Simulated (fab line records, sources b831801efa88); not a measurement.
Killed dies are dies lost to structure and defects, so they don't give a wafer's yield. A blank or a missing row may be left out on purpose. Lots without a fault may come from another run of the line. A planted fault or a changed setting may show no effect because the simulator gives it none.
Problem report in the 8D (eight disciplines) form, filled by code | flow gf180mcu | the parts of the form that need people (team, actions taken, sign-off) are left out

1. THE PROBLEM
NSD_RS at GF_PSD_RS_MEAS_14 reads a mean of 45.01 ohm/sq on 6 wafers of 2 lots; wafers without a fault read 46.16 ohm/sq with a standard deviation of 0.085. That is -14 standard deviations from the usual mean.
The step: measures by four-point-probe.
First seen on wafer L234.1, day 17 16:01, on film_metro-04. The record holds 33 wafers of 11 lots with a number at this step. Rule for "out", or "out of limits": more than 4 standard deviations from the usual mean. The other wafers with a number count as sound.

2. WHAT IT IS AND WHAT IT IS NOT
question                    | is                           | is not
which readings at this step | NSD_RS                       | -
which lots                  | L234, L235                   | L226, L227, L229, L230, L237, L239, L244, L245, L246
which wafers of those lots  | all that have a number       | -
read on which gauges        | film_metro-01, film_metro-04 | film_metro-02
when                        | from day 17 16:01            | up to then (12 sound wafers); but 15 sound wafers of L237, L239, L244, L245, L246 came after

3. SUSPECTS, AND WHAT RULES EACH OUT
Counting: a tool at a process step up to the reading stays a suspect if it ran every lot that is out and no sound lot after the first of them.
- the gauge at GF_PSD_RS_MEAS_14: ruled out. The wafers that are out were read on 2 gauges (film_metro-01, film_metro-04).
- rie_diel-01 at GF_POLY_GATE_ETCH_12 (etches BARC in N2/H2): ruled out as a lasting fault. Sound lots L246 ran on it after its first lot that is out, L234 (day 11 23:57).
- rtp_anneal-01 at GF_PSD_RTA_13 (time 20 s): ruled out as a lasting fault. Sound lots L244, L245, L246 ran on it after its first lot that is out, L234 (day 17 15:56).
Left after counting: nothing in the record.

4. THE CAUSE (what the simulator had put in)
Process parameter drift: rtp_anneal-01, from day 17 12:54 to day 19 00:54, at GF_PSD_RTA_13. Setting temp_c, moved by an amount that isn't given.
Counting ruled it out, wrongly: the rule takes a fault to strike every lot that its tool runs from its start on, and this one did not.

5. THE CHAIN OF EFFECTS, in route order
Each row: a reading whose mean over the struck wafers that have a number lies more than 3 standard deviations from the usual. Only readings for which the record gives a usual standard deviation are gone through. hours: the time from each lot's start at the first step in this table that gives one to its start at this step, as a median over the lots. sigmas: the change in usual standard deviations.
hours | step              | reading          | usual         | on struck wafers | change | sigmas
0     | GF_PSD_RTA_13     | wafer_temp_C_max | 1029.2        | 1038.0           | +8.8   | +5.8
0     | GF_PSD_RS_MEAS_14 | NSD_RS           | 46.16 ohm/sq  | 45.01            | -1.15  | -14
0     | GF_PSD_RS_MEAS_15 | PSD_RS           | 108.57 ohm/sq | 104.53           | -4.04  | -14
The process steps in it:
- GF_PSD_RTA_13: time 20 s.
Later measuring or inspecting steps at which every struck wafer that the step has a row for has a number for every such reading, and none has moved that far: GF_SALICIDE_RS_MEAS_04.

6. WHAT WOULD HAVE CAUGHT IT SOONER
In this record the first reading out of limits at a measuring or inspecting step was taken at day 17 16:01, 3 hours after the fault began at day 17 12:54.
The tool's own readings at GF_PSD_RTA_13 were out on every struck wafer that the step has a row for (wafer_temp_C_max): an alarm limit on them would have fired on the first of those.
